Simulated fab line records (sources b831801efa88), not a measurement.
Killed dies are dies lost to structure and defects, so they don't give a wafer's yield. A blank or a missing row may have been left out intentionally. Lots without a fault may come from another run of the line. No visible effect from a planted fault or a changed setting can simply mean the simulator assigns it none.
The tool behind it: which one? + flow sky130 + 36 wafers sampled from 12 lots at 1 step of a route of 708

== WHAT EACH GAUGE READ, for each wafer ==
SKY_CONTACT_BOW_MEAS_05.
| lot  | measured     | on           | CONTACT_BOW (um) |
|------|--------------|--------------|------------------|
| L075 | day 31 14:53 | filmMetro-02 | 71 86 80         |
| L077 | day 31 17:20 | filmMetro-02 | 79 84 80         |
| L078 | day 32 00:21 | filmMetro-02 | 87 94 83         |
| L081 | day 32 19:56 | filmMetro-02 | 86 88 79         |
| L084 | day 33 11:41 | filmMetro-01 | 73 89 75         |
| L085 | day 33 16:47 | filmMetro-02 | 74 74 73         |
| L087 | day 34 20:29 | filmMetro-01 | 79 85 91         |
| L089 | day 35 05:47 | filmMetro-02 | 83 72 91         |
| L091 | day 35 21:35 | filmMetro-02 | 77 86 87         |
| L093 | day 36 17:11 | filmMetro-03 | 79 85 79         |
| L095 | day 37 23:16 | filmMetro-03 | 100 86 83        |
| L096 | day 38 17:19 | filmMetro-03 | 72 73 81         |

== EACH LOT AND THE TOOL THAT RAN IT (in order: tool; ch and the chambers of the sampled wafers; start) ==
The record shows no process step preceding these readings.

== THE ANSWER, worked out from the rows above alone ==
Rule: the lots themselves supply what counts as usual. Put in order of their means at a reading, lots are off if they are a third of the lots or fewer, leave a main group of 4 or more, and stand apart from it by a gap of 3 or more times the standard deviation of the main group's means; of several such gaps the widest counts. Not used: any main group whose means are identical at the precision the tables above print for the reading. Also off: a lot with no number at a reading for which 4 or more lots have one. Where the step has rows for the other lots, those lots are counted as sound.
No lot is off at any reading shown: from this, nothing can be told.

== WHAT HAD BEEN PUT IN BY THE SIMULATOR ==
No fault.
